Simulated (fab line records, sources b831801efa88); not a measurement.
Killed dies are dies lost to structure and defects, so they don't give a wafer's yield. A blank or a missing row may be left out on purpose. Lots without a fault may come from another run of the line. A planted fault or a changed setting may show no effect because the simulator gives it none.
fab line records | flow gf180mcu
record lots=24 wafers=72 last_day=34
route steps=602 shown PSD@258 V2@383 M3@412 V3@453
lots that met no fault: from a run of the same line without faults
start_h: hours from the record's first day to the start of the lot's first wafer shown | wait_h: hours since the lot's step before | " the same as in the row above | L1.1+2: a row that stands for several wafers | - no value, or no start given | * or withheld: withheld | < > ~ a bound
route shown NAME@n: a module of which the file shows steps, and the number in the route of the first | usual: mean/standard deviation of fault-free wafers | same: alike in all rows | chamber/n: place in a boat | sites: the reading at each site | _std_site: their standard deviation | _edge_site: outer sites' mean less inner sites' | radius_mm: how far each site lies from the wafer's centre | mask NAME#n: copy n | behind: the tool/chamber that last shaped the wafer | hold: why the lot was held/for how many hours/how that ended | device: the transistor (n, p or np) that didn't switch | end of line: the same wafers' tests at the end of the route | a step without rows: its recipe alone | killed: dies lost to structure and defects at the first sort, not the wafer's yield | map: a wafer's dies, x killed, . not, _ none there
set.NAME: the setting as run; set.NAME@STEP: as run at that earlier step | model.NAME: the simulator's own value behind a step, which no gauge read
steps of the route over a sample of lots; a table a step, a row a wafer
services: from which hour (start_h, from the record's first day; less than 0 if before it) a tool's chamber was out of use, for how many hours, and why
## steps
# step GF_PSD_STRIP_10
# recipe chemistry=O2/N2 power_w=1400 pressure_mtorr=1500 platen_temp_c=250 o2_flow_sccm=3000 n2_flow_sccm=300 overash_fraction=0.5
# usual chamber_pressure_mTorr=1499.9/1.3 drypump_motor_current_A=5.8/0.38 heater_power_w=326/23 oes_product_au=0.592/0.004 platen_temp_c=250.02/0.17 strip_time_to_endpoint_s=16.52/0.04
# columns lot.wafer tool chamber start_h wait_h chamber_pressure_mTorr drypump_motor_current_A heater_power_w oes_product_au platen_temp_c rf_hours_counter_h strip_time_to_endpoint_s
L074.3 plasma_asher-02 1 319.84 0.1 1501.1 5.7 331 0.598 250.10 - 16.54
L074.4 " 0 " " 1499.7 5.5 371 0.587 249.85 - 16.56
L074.5 " 1 " " 1501.0 5.7 339 0.584 249.96 - 16.55
L075.2 plasma_asher-03 0 333.85 0.1 1499.4 5.7 308 0.592 249.98 71 16.56
L075.4 " 0 " " 1498.7 5.7 316 0.592 249.92 - 16.57
L075.6 " 0 " " 1500.7 5.7 322 0.591 250.02 - 16.55
L077.1 plasma_asher-03 0 348.48 0.1 1499.8 5.7 313 0.594 250.20 73 16.53
L077.3 " 0 " " 1498.9 5.7 315 0.599 250.06 - 16.56
L077.5 " 1 " " 1499.9 6.5 319 0.590 250.38 - 16.53
L076.1 plasma_asher-02 1 349.10 0.1 1497.2 5.8 338 0.595 250.11 67 16.51
L076.2 " 0 " " 1499.6 5.5 375 0.594 250.00 67 16.49
L076.4 " 1 " " 1500.5 5.7 340 0.593 249.71 - 16.52
L078.2 plasma_asher-02 1 357.24 0.1 1501.1 5.7 336 0.599 249.85 68 16.51
L078.3 " 0 " " 1499.4 5.5 380 0.593 249.74 - 16.49
L078.5 " 0 " " 1500.5 5.5 368 0.594 250.22 - 16.54
L079.1 plasma_asher-02 0 369.86 0.1 1497.2 5.5 373 0.598 249.94 70 16.52
L079.4 " 1 " " 1498.2 5.7 336 0.586 250.08 - 16.50
L079.6 " 1 " " 1500.2 5.7 343 0.595 250.07 - 16.55
L080.1 plasma_asher-01 1 371.11 0.1 1501.1 5.3 319 0.597 249.70 62 16.55
L080.2 " 0 " " 1499.9 5.5 308 0.597 250.22 62 16.56
L080.4 " 1 " " 1501.4 5.4 315 0.590 249.72 - 16.53
L081.2 plasma_asher-03 1 384.15 0.1 1499.1 6.4 328 0.592 250.16 77 16.47
L081.3 " 1 " " 1500.4 6.5 321 0.591 250.06 - 16.51
L081.4 " 0 " " 1501.0 5.7 316 0.592 250.24 - 16.48
L082.1 plasma_asher-03 0 400.91 0.1 1496.5 5.7 312 0.589 250.09 79 16.54
L082.4 " 0 " " 1496.4 5.7 312 0.594 250.13 - 16.50
L082.6 " 0 " " 1502.2 5.7 322 0.597 250.19 - 16.54
L084.1 plasma_asher-02 0 401.84 0.1 1500.7 5.5 374 0.599 249.94 73 16.53
L084.5 " 1 " " 1501.6 5.7 338 0.598 250.05 - 16.57
L084.6 " 0 " " 1499.3 5.5 373 0.597 250.04 - 16.55
L083.3 plasma_asher-01 1 401.99 0.1 1500.4 5.4 320 0.586 250.29 - 16.51
L083.4 " 0 " " 1499.0 5.5 303 0.590 250.22 - 16.53
L083.6 " 1 " " 1499.0 5.3 304 0.586 249.84 - 16.52
L085.1 plasma_asher-02 1 417.10 0.1 1503.3 5.7 336 0.590 249.65 74 16.55
L085.2 " 0 " " 1499.7 5.5 381 0.593 249.99 74 16.50
L085.4 " 1 " " 1501.0 5.7 345 0.595 249.73 - 16.52
L086.2 plasma_asher-01 1 419.06 0.1 1498.8 5.3 313 0.595 250.02 67 16.52
L086.3 " 0 " " 1499.0 5.6 302 0.588 250.34 - 16.49
L086.4 " 1 " " 1501.1 5.4 318 0.590 249.81 - 16.49
L087.1 plasma_asher-02 0 439.76 0.1 1499.8 5.5 379 0.591 249.67 1 16.49
L087.2 " 1 " " 1499.6 5.7 338 0.596 250.06 1 16.54
L087.5 " 0 " " 1499.5 5.5 387 0.596 249.85 - 16.50
L088.1 plasma_asher-03 0 440.60 0.1 1500.0 5.7 304 0.594 249.85 83 16.54
L088.2 " 1 " " 1498.8 6.4 316 0.593 250.10 83 16.54
L088.5 " 1 " " 1500.6 6.4 323 0.591 250.03 - 16.56
L089.3 plasma_asher-03 0 453.84 0.1 1499.3 5.7 322 0.584 250.14 - 16.47
L089.4 " 1 " " 1497.8 6.5 318 0.595 250.27 - 16.47
L089.6 " 0 " " 1501.2 5.7 323 0.594 250.09 - 16.50
L090.4 plasma_asher-01 0 454.38 0.1 1498.2 5.5 297 0.590 250.14 - 16.52
L090.5 " 1 " " 1500.2 5.4 318 0.587 250.19 - 16.49
L090.6 " 0 " " 1500.6 5.5 298 0.594 250.09 - 16.49
L091.2 plasma_asher-03 1 460.23 0.1 1498.8 6.5 319 0.589 250.12 85 16.50
L091.4 " 1 " " 1499.8 6.5 317 0.596 250.13 - 16.53
L091.5 " 1 " " 1500.6 6.4 318 0.590 250.20 - 16.50
L092.3 plasma_asher-03 1 468.43 0.1 1500.5 6.4 322 0.591 249.82 - 16.50
L092.4 " 0 " " 1500.3 5.7 317 0.597 250.08 - 16.53
L092.5 " 0 " " 1500.6 5.7 320 0.593 250.23 - 16.53
L094.2 plasma_asher-01 0 479.91 0.1 1498.7 5.5 300 0.600 249.86 74 16.53
L094.3 " 0 " " 1501.0 5.5 302 0.588 250.06 - 16.52
L094.5 " 0 " " 1502.1 5.5 294 0.592 249.66 - 16.57
L093.3 plasma_asher-01 0 483.18 0.1 1500.8 5.5 297 0.588 249.91 - 16.58
L093.5 " 0 " " 1499.3 5.5 301 0.593 249.82 - 16.59
L093.6 " 1 " " 1499.3 5.4 317 0.591 250.21 - 16.59
L095.1 plasma_asher-03 0 488.36 0.1 1498.0 5.7 317 0.594 250.25 88 16.48
L095.2 " 1 " " 1501.9 6.4 320 0.586 250.02 88 16.46
L095.3 " 0 " " 1498.5 5.7 321 0.597 250.15 - 16.45
L096.2 plasma_asher-03 0 498.90 0.1 1502.9 5.7 318 0.592 250.22 89 16.57
L096.5 " 0 " " 1497.2 5.7 321 0.597 250.00 - 16.61
L096.6 " 1 " " 1500.7 6.4 321 0.593 250.04 - 16.63
L097.2 plasma_asher-01 0 499.33 0.1 1501.5 5.5 297 0.589 249.97 76 16.49
L097.4 " 1 " " 1499.8 5.3 314 0.597 250.04 - 16.53
L097.6 " 0 " " 1501.5 5.5 304 0.589 250.00 - 16.52
# step GF_V2_THK_MEAS_01
# recipe reads=SiO2_of_V2_CVD_00
# usual V2_CVD_00_THK=600/5.8
# columns lot.wafer tool chamber start_h wait_h V2_CVD_00_THK[nm]
L074.3 film_metro-01 - 439.34 0.1 605
L074.4 " - " " 604
L074.5 " - " " 601
L075.2 film_metro-01 - 456.78 0.0 596
L075.4 " - " " 591
L075.6 " - " " 600
L076.1 film_metro-01 - 473.72 0.0 603
L076.2 " - " " 593
L076.4 " - " " 596
L077.1 film_metro-03 - 473.76 0.0 606
L077.3 " - " " 606
L077.5 " - " " 608
L078.2 film_metro-03 - 481.80 0.1 593
L078.3 " - " " 591
L078.5 " - " " 598
L079.1 film_metro-01 - 496.47 0.0 599
L079.4 " - " " 609
L079.6 " - " " 607
L080.1 film_metro-04 - 496.59 0.0 606
L080.2 " - " " 607
L080.4 " - " " 602
L081.2 film_metro-03 - 509.39 0.0 598
L081.3 " - " " 609
L081.4 " - " " 605
L082.1 film_metro-04 - 526.49 0.0 606
L082.4 " - " " 593
L082.6 " - " " 600
L084.1 film_metro-03 - 527.58 0.0 598
L084.5 " - " " 602
L084.6 " - " " 597
L083.3 film_metro-01 - 528.02 0.1 613
L083.4 " - " " 606
L083.6 " - " " 595
L085.1 film_metro-04 - 541.59 0.0 605
L085.2 " - " " 606
L085.4 " - " " 612
L086.2 film_metro-01 - 543.90 0.0 592
L086.3 " - " " 601
L086.4 " - " " 594
L087.1 film_metro-01 - 563.64 0.0 605
L087.2 " - " " 607
L087.5 " - " " 598
L088.1 film_metro-03 - 564.32 0.0 603
L088.2 " - " " 594
L088.5 " - " " 604
L089.3 film_metro-04 - 576.38 0.1 594
L089.4 " - " " 588
L089.6 " - " " 598
L090.4 film_metro-04 - 577.11 0.1 596
L090.5 " - " " 584
L090.6 " - " " 601
L091.2 film_metro-01 - 581.33 0.0 589
L091.4 " - " " 596
L091.5 " - " " 595
L092.3 film_metro-01 - 588.95 0.1 607
L092.4 " - " " 611
L092.5 " - " " 605
L094.2 film_metro-04 - 598.63 0.0 599
L094.3 " - " " 599
L094.5 " - " " 603
L093.3 film_metro-04 - 603.04 0.1 598
L093.5 " - " " 598
L093.6 " - " " 597
L095.1 film_metro-01 - 605.72 0.0 592
L095.2 " - " " 608
L095.3 " - " " 598
L096.2 film_metro-03 - 614.81 0.0 602
L096.5 " - " " 607
L096.6 " - " " 592
L097.2 film_metro-04 - 616.39 0.0 605
L097.4 " - " " 599
L097.6 " - " " 602
# step GF_V2_ETCH_17
# recipe chemistry=C4F8/O2/Ar mask_material=KrF target=SiO2 stop_on=TiN source_w=1500 bias_w=1200 pressure_mtorr=40 c4f8_flow_sccm=withheld O2_flow_sccm=6 Ar_flow_sccm=300 time_s=withheld target_depth_a=6300
# usual chamber_pressure_mTorr=40.00/0.037 oes_product_au=0.856/0.0049 rf_fwd_power_W=1492/4.3
# columns lot.wafer tool chamber start_h wait_h chamber_pressure_mTorr oes_product_au rf_fwd_power_W
L074.3 rie_diel-02 0 - - 40.02 0.853 1499
L074.4 " 3 " " 40.05 0.856 1493
L074.5 " 3 " " 40.00 0.853 1500
L075.2 rie_diel-01 1 - - 40.01 0.856 1491
L075.4 " 2 " " 39.95 0.853 1490
L075.6 " 2 " " 39.97 0.853 1498
L076.1 rie_diel-04 0 - - 40.01 0.856 1495
L076.2 " 1 " " 40.00 0.859 1491
L076.4 " 3 " " 39.96 0.862 1495
L077.1 rie_diel-01 3 - - 40.05 0.856 1496
L077.3 " 2 " " 39.98 0.852 1491
L077.5 " 1 " " 39.99 0.859 1489
L078.2 rie_diel-04 2 - - 40.07 0.859 1491
L078.3 " 3 " " 39.95 0.857 1486
L078.5 " 1 " " 39.96 0.860 1485
L079.1 rie_diel-01 2 - - 39.95 0.854 1493
L079.4 " 1 " " 39.97 0.856 1492
L079.6 " 0 " " 39.96 0.855 1493
L080.1 rie_diel-02 0 - - 40.04 0.852 1495
L080.2 " 1 " " 40.03 0.863 1489
L080.4 " 1 " " 39.98 0.860 1500
L081.2 rie_diel-02 2 - - 40.02 0.856 1493
L081.3 " 0 " " 40.05 0.850 1496
L081.4 " 1 " " 40.02 0.863 1492
L082.1 rie_diel-04 3 - - 39.95 0.859 1492
L082.4 " 1 " " 39.98 0.861 1494
L082.6 " 2 " " 40.01 0.856 1495
L084.1 rie_diel-02 0 - - 40.05 0.851 1488
L084.5 " 1 " " 40.04 0.856 1495
L084.6 " 2 " " 40.00 0.852 1491
L083.3 rie_diel-04 0 - - 39.98 0.858 1482
L083.4 " 3 " " 39.98 0.855 1488
L083.6 " 1 " " 40.03 0.858 1484
L085.1 rie_diel-04 0 - - 40.01 0.859 1487
L085.2 " 2 " " 39.98 0.860 1489
L085.4 " 3 " " 40.06 0.862 1495
L086.2 rie_diel-02 2 - - 40.03 0.852 1494
L086.3 " 1 " " 40.03 0.848 1503
L086.4 " 3 " " 40.00 0.867 1493
L087.1 rie_diel-01 1 - - 40.00 0.856 1489
L087.2 " 2 " " 40.02 0.857 1483
L087.5 " 2 " " 40.07 0.851 1493
L088.1 rie_diel-04 2 - - 39.97 0.860 1494
L088.2 " 0 " " 39.95 0.845 1496
L088.5 " 0 " " 39.99 0.860 1494
L089.3 rie_diel-02 3 - - 40.06 0.857 1493
L089.4 " 0 " " 39.98 0.856 1493
L089.6 " 1 " " 40.01 0.863 1495
L090.4 rie_diel-01 0 - - 39.94 0.865 1497
L090.5 " 0 " " 40.05 0.853 1494
L090.6 " 3 " " 40.05 0.847 1497
L091.2 rie_diel-04 1 - - 40.02 0.847 1488
L091.4 " 2 " " 40.03 0.862 1490
L091.5 " 1 " " 40.10 0.850 1488
L092.3 rie_diel-04 2 - - 40.03 0.852 1493
L092.4 " 1 " " 39.98 0.864 1491
L092.5 " 0 " " 40.00 0.864 1492
L094.2 rie_diel-04 1 - - 40.01 0.855 1484
L094.3 " 0 " " 39.97 0.853 1492
L094.5 " 0 " " 40.07 0.858 1497
L093.3 rie_diel-02 3 - - 40.04 0.852 1483
L093.5 " 0 " " 39.97 0.858 1491
L093.6 " 1 " " 40.01 0.852 1486
L095.1 rie_diel-02 0 - - 39.98 0.858 1498
L095.2 " 1 " " 39.99 0.860 1501
L095.3 " 2 " " 40.03 0.850 1492
L096.2 rie_diel-02 1 - - 39.99 0.854 1489
L096.5 " 1 " " 39.95 0.861 1492
L096.6 " 0 " " 39.97 0.859 1494
L097.2 rie_diel-01 0 - - 40.02 0.855 1487
L097.4 " 1 " " 39.97 0.858 1492
L097.6 " 0 " " 40.08 0.857 1493
# step GF_V2_CVD_23
# recipe material=W target_thk_nm=350 time_s=104.94 temp_c=400 pressure_torr=40
# usual heater_power_w=788/46 susceptor_temp_C=399.98/0.22
# columns lot.wafer tool chamber start_h wait_h heater_power_w susceptor_temp_C
L074.3 cvd_w-02 1 464.90 0.1 848 399.68
L074.4 " 0 " " 755 399.62
L074.5 " 0 " " 734 399.74
L075.2 cvd_w-02 1 481.81 0.0 836 399.98
L075.4 " 0 " " 750 399.93
L075.6 " 0 " " 773 399.85
L077.1 cvd_w-01 0 498.46 0.0 725 400.14
L077.3 " 1 " " 803 399.78
L077.5 " 0 " " 729 399.95
L076.1 cvd_w-02 1 498.51 0.0 823 400.04
L076.2 " 0 " " 757 399.98
L076.4 " 0 " " 741 399.96
L078.2 cvd_w-01 0 507.38 0.0 738 399.73
L078.3 " 0 " " 718 399.98
L078.5 " 1 " " 839 400.12
L079.1 cvd_w-01 0 520.77 0.0 759 399.81
L079.4 " 0 " " 723 399.65
L079.6 " 0 " " 737 400.28
L080.1 cvd_w-02 1 521.52 0.0 851 400.06
L080.2 " 0 " " 764 399.90
L080.4 " 1 " " 852 400.12
L081.2 cvd_w-01 1 534.10 0.0 816 399.83
L081.3 " 1 " " 837 400.21
L081.4 " 0 " " 717 400.23
L082.1 cvd_w-01 1 550.21 0.0 820 399.77
L082.4 " 1 " " 837 400.19
L082.6 " 1 " " 811 400.18
L084.1 cvd_w-01 0 551.56 0.0 753 399.86
L084.5 " 1 " " 834 399.98
L084.6 " 0 " " 729 400.00
L083.3 cvd_w-02 0 552.25 0.1 753 400.34
L083.4 " 1 " " 828 400.03
L083.6 " 0 " " 770 400.11
L085.1 cvd_w-02 1 564.67 0.0 812 400.09
L085.2 " 0 " " 766 399.80
L085.4 " 0 " " 787 399.90
L086.2 cvd_w-01 0 566.70 0.0 740 399.86
L086.3 " 0 " " 724 400.24
L086.4 " 1 " " 838 399.91
L087.1 cvd_w-02 0 586.00 0.0 770 400.16
L087.2 " 1 " " 843 400.03
L087.5 " 1 " " 845 400.00
L088.1 cvd_w-01 0 587.47 0.0 733 400.15
L088.2 " 1 " " 837 400.10
L088.5 " 1 " " 833 399.69
L089.3 cvd_w-02 1 598.90 0.1 801 400.23
L089.4 " 0 " " 761 399.96
L089.6 " 1 " " 840 399.91
L090.4 cvd_w-02 1 599.85 0.1 848 400.23
L090.5 " 1 " " 829 400.47
L090.6 " 0 " " 779 399.92
L091.2 cvd_w-01 1 603.57 0.0 834 399.90
L091.4 " 0 " " 735 399.84
L091.5 " 0 " " 729 399.79
L092.3 cvd_w-01 0 610.57 0.1 733 399.63
L092.4 " 1 " " 837 399.89
L092.5 " 1 " " 811 399.71
L094.2 cvd_w-01 1 620.84 0.0 834 399.87
L094.3 " 1 " " 836 399.70
L094.5 " 1 " " 833 399.99
L093.3 cvd_w-01 0 624.60 0.1 707 400.32
L093.5 " 0 " " 749 399.89
L093.6 " 1 " " 823 399.90
L095.1 cvd_w-02 0 627.12 0.0 745 399.99
L095.2 " 1 " " 841 399.96
L095.3 " 0 " " 771 399.94
L096.2 cvd_w-01 1 636.62 0.0 815 399.85
L096.5 " 1 " " 838 399.94
L096.6 " 0 " " 740 399.87
L097.2 cvd_w-01 0 638.07 0.0 746 400.26
L097.4 " 1 " " 841 400.12
L097.6 " 0 " " 758 400.21
# step GF_M3_SPUTTER_03
# recipe material=Ti target_thk_nm=10 substrate_temp_c=300 chamber_pressure_pa=0.3 power_w=3000 time_s=6.7
# usual throttle_valve_pct=29.8/1.4
# columns lot.wafer tool chamber start_h wait_h throttle_valve_pct
L074.3 pvd_sputter-01 - 465.61 0.0 31.7
L074.4 " - " " 27.3
L074.5 " - " " 30.0
L075.2 pvd_sputter-01 - 482.57 0.0 27.4
L075.4 " - " " 30.0
L075.6 " - " " 31.8
L077.1 pvd_sputter-04 - 499.21 0.0 31.7
L077.3 " - " " 27.9
L077.5 " - " " 27.4
L076.1 pvd_sputter-02 - 499.51 0.0 30.6
L076.2 " - " " 29.8
L076.4 " - " " 29.2
L078.2 pvd_sputter-02 - 508.14 0.0 29.6
L078.3 " - " " 30.6
L078.5 " - " " 29.1
L079.1 pvd_sputter-04 - 521.52 0.0 27.5
L079.4 " - " " 30.0
L079.6 " - " " 27.6
L080.1 pvd_sputter-02 - 522.27 0.0 29.7
L080.2 " - " " 30.4
L080.4 " - " " 29.3
L081.2 pvd_sputter-04 - 534.99 0.0 29.1
L081.3 " - " " 31.7
L081.4 " - " " 30.3
L082.1 pvd_sputter-04 - 550.96 0.0 29.0
L082.4 " - " " 27.4
L082.6 " - " " 27.7
L084.1 pvd_sputter-02 - 552.31 0.0 29.2
L084.5 " - " " 30.7
L084.6 " - " " 30.2
L083.3 pvd_sputter-04 - 552.96 0.0 29.0
L083.4 " - " " 30.2
L083.6 " - " " 31.7
L085.1 pvd_sputter-01 - 565.42 0.0 27.5
L085.2 " - " " 30.2
L085.4 " - " " 30.0
L086.2 pvd_sputter-04 - 567.50 0.0 29.0
L086.3 " - " " 27.8
L086.4 " - " " 30.1
L087.1 pvd_sputter-04 - 586.75 0.0 31.8
L087.2 " - " " 27.6
L087.5 " - " " 28.8
L088.1 pvd_sputter-02 - 588.22 0.0 29.7
L088.2 " - " " 29.3
L088.5 " - " " 30.3
L089.3 pvd_sputter-01 - 599.61 0.0 30.4
L089.4 " - " " 27.5
L089.6 " - " " 27.6
L090.4 pvd_sputter-01 - 600.56 0.0 30.5
L090.5 " - " " 31.5
L090.6 " - " " 29.7
L091.2 pvd_sputter-04 - 604.32 0.0 30.2
L091.4 " - " " 31.8
L091.5 " - " " 28.9
L092.3 pvd_sputter-04 - 611.28 0.0 30.1
L092.4 " - " " 31.8
L092.5 " - " " 30.2
L094.2 pvd_sputter-02 - 621.59 0.0 30.7
L094.3 " - " " 30.5
L094.5 " - " " 30.2
L093.3 pvd_sputter-01 - 625.32 0.0 27.7
L093.5 " - " " 31.5
L093.6 " - " " 27.6
L095.1 pvd_sputter-02 - 627.89 0.0 29.4
L095.2 " - " " 30.4
L095.3 " - " " 30.9
L096.2 pvd_sputter-04 - 637.37 0.0 27.6
L096.5 " - " " 31.7
L096.6 " - " " 30.3
L097.2 pvd_sputter-01 - 638.82 0.0 27.4
L097.4 " - " " 32.1
L097.6 " - " " 27.5
# step GF_V3_RS_MEAS_24
# recipe thk_meas_gauge=four-point-probe reads=W_of_V3_CVD_23+TiN_of_V3_SPUTTER_22+Ti_of_V3_SPUTTER_21
# usual V3_W_RS=0.325/0.004
# columns lot.wafer tool chamber start_h wait_h V3_W_RS[ohm/sq]
L074.3 film_metro-02 - 514.65 0.1 0.329
L074.4 " - " " 0.325
L074.5 " - " " 0.330
L075.2 film_metro-02 - 532.71 0.2 0.328
L075.4 " - " " 0.325
L075.6 " - " " 0.326
L077.1 film_metro-04 - 546.75 0.1 0.323
L077.3 " - " " 0.329
L077.5 " - " " 0.325
L076.1 film_metro-02 - 548.23 0.1 0.327
L076.2 " - " " 0.316
L076.4 " - " " 0.319
L078.2 film_metro-02 - 556.38 0.1 0.326
L078.3 " - " " 0.330
L078.5 " - " " 0.330
L079.1 film_metro-04 - 568.04 0.1 0.327
L079.4 " - " " 0.324
L079.6 " - " " 0.327
L080.1 film_metro-04 - 569.14 0.1 0.319
L080.2 " - " " 0.328
L080.4 " - " " 0.325
L081.2 film_metro-04 - 582.75 0.1 0.329
L081.3 " - " " 0.328
L081.4 " - " " 0.328
L082.1 film_metro-04 - 597.57 0.1 0.326
L082.4 " - " " 0.322
L082.6 " - " " 0.324
L084.1 film_metro-03 - 597.67 0.1 0.329
L084.5 " - " " 0.321
L084.6 " - " " 0.329
L083.3 film_metro-04 - 599.51 0.1 0.325
L083.4 " - " " 0.318
L083.6 " - " " 0.319
L085.1 film_metro-03 - 609.21 0.1 0.324
L085.2 " - " " 0.328
L085.4 " - " " 0.323
L086.2 film_metro-03 - 611.64 0.1 0.321
L086.3 " - " " 0.324
L086.4 " - " " 0.325
L087.1 film_metro-04 - 629.89 0.1 0.319
L087.2 " - " " 0.326
L087.5 " - " " 0.320
L088.1 film_metro-04 - 631.27 0.1 0.315
L088.2 " - " " 0.329
L088.5 " - " " 0.324
L089.3 film_metro-03 - 641.75 0.1 0.328
L089.4 " - " " 0.321
L089.6 " - " " 0.325
L090.4 film_metro-04 - 644.27 0.1 0.329
L090.5 " - " " 0.324
L090.6 " - " " 0.327
L091.2 film_metro-03 - 647.39 0.1 0.320
L091.4 " - " " 0.331
L091.5 " - " " 0.331
L092.3 film_metro-03 - 653.46 0.1 0.322
L092.4 " - " " 0.325
L092.5 " - " " 0.323
L094.2 film_metro-03 - 662.58 0.1 0.333
L094.3 " - " " 0.336
L094.5 " - " " 0.323
L093.3 film_metro-03 - 667.57 0.1 0.324
L093.5 " - " " 0.325
L093.6 " - " " 0.326
L095.1 film_metro-03 - 670.41 0.1 0.332
L095.2 " - " " 0.329
L095.3 " - " " 0.331
L096.2 film_metro-04 - 678.49 0.1 0.327
L096.5 " - " " 0.324
L096.6 " - " " 0.328
L097.2 film_metro-03 - 679.95 0.1 0.316
L097.4 " - " " 0.327
L097.6 " - " " 0.327
## services
# columns tool chamber start_h hours kind
rie_diel-04 - 303.22 1.0 repair
rie_diel-04 2 303.42 3.6 repair
pvd_sputter-01 - 315.05 3.7 repair
plasma_asher-03 - 322.05 1.3 repair
rie_diel-04 1 338.67 20.4 repair
pvd_sputter-02 - 346.35 9.2 repair
rie_diel-02 1 351.21 10.5 repair
cvd_w-01 - 386.50 2.8 pm
cvd_w-01 - 390.00 14.0 pm
cvd_w-01 1 391.44 2.6 repair
cvd_w-02 - 415.50 0.4 repair
cvd_w-02 - 426.01 2.8 pm
rie_diel-04 2 460.25 4.5 repair
rie_diel-02 - 470.74 0.3 repair
pvd_sputter-04 - 480.69 1.8 repair
cvd_w-02 1 504.30 10.7 repair
plasma_asher-03 - 513.05 1.2 repair
cvd_w-01 0 527.99 5.7 repair
cvd_w-02 - 543.75 2.2 repair
plasma_asher-03 - 551.71 4.0 repair
rie_diel-04 1 568.96 25.9 repair
rie_diel-04 3 580.64 16.5 repair
rie_diel-02 - 620.03 0.7 repair
cvd_w-02 - 629.23 14.6 pm
## key
fault none
